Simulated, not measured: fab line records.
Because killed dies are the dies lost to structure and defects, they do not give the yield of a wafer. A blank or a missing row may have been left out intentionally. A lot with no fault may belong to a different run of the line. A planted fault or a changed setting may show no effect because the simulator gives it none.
Struck lot and sound lot, side by side	flow sky130	17 out of 708 route steps
Sound: wafers L281.2, L281.3, L281.5. Struck: wafers L282.2, L282.5. (L282.6 of the same lot was not struck and is left out.) The cause comes at the end.
Order at every step that has rows: each side's tool, ch and its chambers, its first start. Under that, the readings that differ: sound wafers	struck wafers	difference of the means	sigmas: that difference in standard deviations of wafers without a fault.
alike: readings with means less than 2 such deviations apart, plus words and numbers identical on both sides. not compared: withheld readings, readings lacking a value on some wafer, bounds such as >300 that could conceal the same value, and numbers that have no deviation in the record and whose values overlap.
A row with sigmas, a row that says differs or no value, or rows on one side alone: a step with any of these is where the two part. Numbers that have no deviation but don't overlap get no sigmas and don't part them. A reading missing from all wafers of one side parts the sides only when that side holds two or more wafers.

SKY_LI_CONTACT_CMP_02: polishes PSG.
  sound on cmp-02 ch 1,3, day 28 21:41; struck on cmp-01 ch 2,3, day 29 11:08
  alike: motor current A, time to endpoint s
SKY_LI_CONTACT_BOW_MEAS_03:
  sound: film metro-02 at day 28 22:00; struck: film metro-03 at day 29 11:28
  alike: LI_CONTACT_BOW
then, 8 steps without rows for these wafers: SKY_LI_CONTACT_DEHYDRATE_04 (time 60 s); SKY_LI_CONTACT_HMDS_05 (prime time 60 s); SKY_LI_CONTACT_COAT_06 (resist thk 60 nm); SKY_LI_CONTACT_COAT_07 (resist thk 450 nm); SKY_LI_CONTACT_SOFTBAKE_08 (time 90 s); SKY_LI_CONTACT_EXPOSE_09 (exposes mask LICM1, target cd 170 nm); SKY_LI_CONTACT_PEB_10; SKY_LI_CONTACT_DEVELOP_11 (develop time 60 s).
SKY_LI_CONTACT_CD_MEAS_12 targets a cd of 170 nm.
  sound: cd sem-01 at day 30 02:10; struck: cd sem-01 at day 30 14:52
  alike: cd nm
SKY_LI_CONTACT_OVL_MEAS_13:
  sound: overlay-01 at day 30 02:17; struck: overlay-01 at day 30 14:58
  alike: LI_CONTACT_OVL
SKY_LI_CONTACT_ETCH_14: etches BARC in N2/H2, stops on SiO2, time 45.9 s, target depth 60 nm.
  sound on rie diel-03 ch 0,3, day 30 02:19; struck on rie diel-03 ch 2, day 30 15:00
reading	sound	struck	difference	sigmas
rf fwd power W (W)	496.2 498.3 495.2	576.5 575.1	+79.2	+44
model.KrF-thick_of_LI_CONTACT_COAT_07.thk nm (nm)	392.5 392.7 392	387.4 385.9	-5.8	
model.SiO2_of_SONOS_ONO_CVD_04.thk nm (nm)	4.171 4.134 4.191	3.982 4.011	-0.169	
  alike: drypump motor current A, oes product au, throttle valve pct
  not compared: rf hours counter h
SKY_LI_CONTACT_ETCH_15: etches PSG in C4F8/O2/Ar, stops on Si, target depth 600 nm.
  sound on rie diel-03 ch 0,3, day 30 02:21; struck on rie diel-03 ch 2, day 30 15:02
reading	sound	struck	difference	sigmas
model.KrF-thick_of_LI_CONTACT_COAT_07.thk nm (nm)	229.9 230.2 229.3	223.5 221.6	-7.2	
  alike: oes product au, rf fwd power W
SKY_LI_CONTACT_STRIP_16: strips in O2/N2.
  sound on plasma asher-04 ch 0,1, day 30 02:26; struck on plasma asher-03 ch 0,1, day 30 15:08
reading	sound	struck	difference	sigmas
strip time to endpoint s (s)	3.484 3.489 3.455	3.402 3.388	-0.081	-3
  alike: drypump motor current A, oes product au
  not compared: rf hours counter h
then, 2 steps without rows for these wafers: SKY_LI_CONTACT_CLEAN_17 (cleans in NMP, time 600 s); SKY_PAD_OPEN_PROBE_99.

WHERE THEY PART
First at SKY_LI_CONTACT_ETCH_14; last, within this record, at SKY_LI_CONTACT_STRIP_16.

WHY: what the simulator had put in
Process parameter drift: rie diel-03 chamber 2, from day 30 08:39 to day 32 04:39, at SKY_LI_CONTACT_ETCH_14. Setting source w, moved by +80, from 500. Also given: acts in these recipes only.
